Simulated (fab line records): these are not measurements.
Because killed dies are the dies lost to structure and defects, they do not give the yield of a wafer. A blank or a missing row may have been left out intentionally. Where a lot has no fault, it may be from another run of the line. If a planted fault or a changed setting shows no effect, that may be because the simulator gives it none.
A lot that was struck, set against a sound lot + flow gf180mcu + 14 steps out of a route of 602
Sound: these wafers, L737.2, L737.4, L737.6. The struck wafers were L745.1, L745.3, L745.6. At the end, the cause is stated.
Order at every step that has rows: each side's tool, ch and its chambers, its first start. Under that, the readings that differ: sound wafers + struck wafers + difference of the means + sigmas: that difference in standard deviations of wafers without a fault.
alike: readings whose means differ by less than 2 such deviations, and words and numbers that are the same on both sides. not compared: withheld readings, readings that some wafer has no value for, bounds like >300 that may hide the same value, and numbers for which the record gives no deviation and whose values overlap.
Wherever a step has rows on one side only, a row that says differs or no value, or a row with sigmas, the two part there. Non-overlapping numbers with no deviation appear without sigmas and do not part them. A reading missing from all wafers of one side parts the sides only when that side holds two or more wafers.

first, 5 steps without rows for these wafers: GF_V5_COAT_09 (resist thk 1000 nm); GF_V5_SOFTBAKE_10 (time 60 s); GF_V5_EXPOSE_11 (exposes mask Via5, target cd 260 nm); GF_V5_PEB_12 (peb time 90 s); GF_V5_DEVELOP_13 (develop time 60 s).
GF_V5_CD_MEAS_14: the cd target is 260 nm.
  sound on cd-sem-02 at day 27 05:38; struck on cd-sem-02 at day 29 16:31
  alike: cd-nm
GF_V5_OVL_MEAS_15:
  sound on overlay-01 at day 27 05:44; struck on overlay-01 at day 29 16:38
  alike: V5_OVL
GF_V5_ETCH_16: etches BARC in N2/H2.
  sound on rie-diel-02 ch 1,3, day 27 05:46; struck on rie-diel-02 ch 2,3, day 29 16:40
  alike: drypump-motor-current-A, h2-flow-sccm, oes-product-au, throttle-valve-pct
GF_V5_ETCH_17: etches SiO2 in C4F8/O2/Ar, stops on TiN, target depth 855 nm.
  sound: rie-diel-02 ch 1,3; struck: rie-diel-02 ch 2,3
  alike: oes-product-au
GF_V5_STRIP_18: strips in O2/N2.
  sound on plasma-asher-04 ch 0, day 27 05:55; struck on plasma-asher-01 ch 0,1, day 29 16:49
  alike: drypump-motor-current-A, heater-power-w, oes-product-au, platen-temp-c
  not compared: rf-hours-counter-h
then, 2 steps without rows for these wafers: GF_V5_STRIP_19 (strips in post etch residue remover, time 1200 s); GF_V5_CLEAN_20 (cleans in DIW).
GF_V5_SPUTTER_21: material Ti, target thk 15 nm, time 80.02 s.
  sound on pvd-sputter-03 at day 27 06:28; struck on pvd-sputter-02 at day 29 17:23
| reading                               | sound             | struck            | difference | sigmas |
|---------------------------------------|-------------------|-------------------|------------|--------|
| model.Ti_of_V5_SPUTTER_21.thk-nm (nm) | 14.98 14.96 14.92 | 19.56 19.74 19.63 | +4.69      |        |
  alike: cathode-dc-power-W, throttle-valve-pct
GF_V5_SPUTTER_22: material TiN, target thk 10 nm, time 40 s.
  sound on pvd-sputter-03 at day 27 06:31; struck on pvd-sputter-02 at day 29 17:27
  alike: cathode-dc-power-W, throttle-valve-pct

## WHERE THEY PART
Nowhere in this record.

WHY: what the simulator had put in
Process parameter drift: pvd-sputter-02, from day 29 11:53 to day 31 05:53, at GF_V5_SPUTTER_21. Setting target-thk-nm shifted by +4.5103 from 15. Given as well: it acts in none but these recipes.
